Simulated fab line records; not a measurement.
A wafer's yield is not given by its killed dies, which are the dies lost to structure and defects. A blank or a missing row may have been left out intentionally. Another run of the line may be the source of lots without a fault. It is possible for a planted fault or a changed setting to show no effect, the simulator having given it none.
Which tool is to blame? -- flow sky130 -- 42 wafers from 14 lots sampled at 2 of the route's 708 steps

== WHAT THE GAUGES READ, wafer by wafer ==
Not one reading of a measure or inspect step in the record can be checked against a usual standard deviation.

== TOOL THAT RAN EACH LOT (tool first, then ch and the chambers of the sampled wafers, then the start) ==
lot,SKY_METAL4_ETCH_16,SKY_METAL4_STRIP_19
L619,"rieMetal-04 ch 0,1, day 42 23:58","plasmaAsher-01 ch 0,1, day 43 00:15"
L621,"rieMetal-03 ch 0,1, day 43 10:53","plasmaAsher-01 ch 0,1, day 43 11:11"
L623,"rieMetal-01 ch 0,1, day 44 00:16","plasmaAsher-03 ch 1, day 44 00:33"
L625,"rieMetal-04 ch 0,1, day 44 05:54","plasmaAsher-01 ch 0,1, day 44 06:12"
L626,"rieMetal-03 ch 0,1, day 44 18:21","plasmaAsher-01 ch 0,1, day 44 18:39"
L628,"rieMetal-01 ch 0,1, day 45 02:54","plasmaAsher-02 ch 0,1, day 45 03:12"
L629,"rieMetal-01 ch 0,1, day 45 15:35","plasmaAsher-01 ch 0,1, day 45 15:53"
L632,"rieMetal-04 ch 0, day 46 12:10","plasmaAsher-03 ch 0, day 46 12:27"
L633,"rieMetal-03 ch 0,1, day 46 15:56","plasmaAsher-02 ch 0,1, day 46 16:14"
L636,"rieMetal-01 ch 0,1, day 47 04:11","plasmaAsher-01 ch 0,1, day 47 04:29"
L639,"rieMetal-01 ch 1, day 47 21:25","plasmaAsher-01 ch 0,1, day 47 21:44"
L640,"rieMetal-03 ch 0,1, day 48 06:04","plasmaAsher-02 ch 0,1, day 48 06:21"
L641,"rieMetal-03 ch 0,1, day 48 07:37","plasmaAsher-01 ch 0,1, day 48 07:58"
L642,"rieMetal-04 ch 0, day 48 17:15","plasmaAsher-01 ch 0,1, day 48 17:33"
- SKY_METAL4_ETCH_16: etches BARC in N2/H2, stops on SiO2, time 88.2 s, target depth 60 nm.
- SKY_METAL4_STRIP_19: strips in O2/N2.

== WHAT THE TOOLS THEMSELVES READ (means of the sampled wafers that have a number; where no wafer has one, the mark that the record gives instead) ==
SKY_METAL4_ETCH_16. Usual: drypumpMotorCurrentA 5.83 A, standard deviation 0.23; oesProductAu 0.626 a.u., standard deviation 0.0044; throttleValvePct 13.204 %, standard deviation 0.0094.
lot,tool,drypumpMotorCurrentA (A),oesProductAu (a.u.),throttleValvePct (%),flag
L619,rieMetal-04,5.69,0.628,13.197,
L621,rieMetal-03,6.04,0.630,13.208,
L623,rieMetal-01,5.87,0.625,13.213,
L625,rieMetal-04,5.64,0.628,13.207,
L626,rieMetal-03,6.03,0.626,13.209,
L628,rieMetal-01,5.87,0.621,13.210,
L629,rieMetal-01,5.88,0.627,13.203,
L632,rieMetal-04,5.73,0.627,13.204,
L633,rieMetal-03,6.03,0.625,13.201,
L636,rieMetal-01,5.98,0.625,13.203,
L639,rieMetal-01,6.04,0.629,13.208,
L640,rieMetal-03,5.83,0.623,13.203,
L641,rieMetal-03,5.83,0.623,13.207,
L642,rieMetal-04,5.75,0.623,13.214,

SKY_METAL4_STRIP_19. Usual: drypumpMotorCurrentA 5.6 A, standard deviation 0.42; oesProductAu 0.501 a.u., standard deviation 0.0051; stripTimeToEndpointS 6.51 s, standard deviation 0.065.
lot,tool,drypumpMotorCurrentA (A),oesProductAu (a.u.),stripTimeToEndpointS (s),flag
L619,plasmaAsher-01,5.4,0.500,6.48,
L621,plasmaAsher-01,5.7,0.503,6.60,
L623,plasmaAsher-03,5.2,0.495,6.45,
L625,plasmaAsher-01,5.4,0.497,6.51,
L626,plasmaAsher-01,5.7,0.507,6.63,
L628,plasmaAsher-02,6.0,0.499,6.52,
L629,plasmaAsher-01,5.7,0.499,6.52,
L632,plasmaAsher-03,5.4,0.505,6.53,
L633,plasmaAsher-02,6.1,0.498,6.57,
L636,plasmaAsher-01,5.4,0.508,6.64,
L639,plasmaAsher-01,5.4,0.510,6.68,
L640,plasmaAsher-02,6.0,0.498,6.53,
L641,plasmaAsher-01,5.4,0.503,6.50,
L642,plasmaAsher-01,5.4,0.496,6.43,

== THE ANSWER, worked out from the rows above alone ==
Rule: take the mean of a lot's wafers that have a number; if it is more than 3 standard deviations from the usual mean, the lot is off. A lot without any number at a reading at which 4 lots or more have one is off too. Where the step has rows for the other lots, those lots are counted as sound. Order of review: gauges by route order, followed by the tools' own readings, for which a lot's mean as printed above is used. The first step at which some lot is off is used, and at that step the reading that is off furthest; a lot without a number counts as furthest.
Nothing can be told from this: no lot is off at any reading shown.

== WHAT WAS PUT IN BY THE SIMULATOR ==
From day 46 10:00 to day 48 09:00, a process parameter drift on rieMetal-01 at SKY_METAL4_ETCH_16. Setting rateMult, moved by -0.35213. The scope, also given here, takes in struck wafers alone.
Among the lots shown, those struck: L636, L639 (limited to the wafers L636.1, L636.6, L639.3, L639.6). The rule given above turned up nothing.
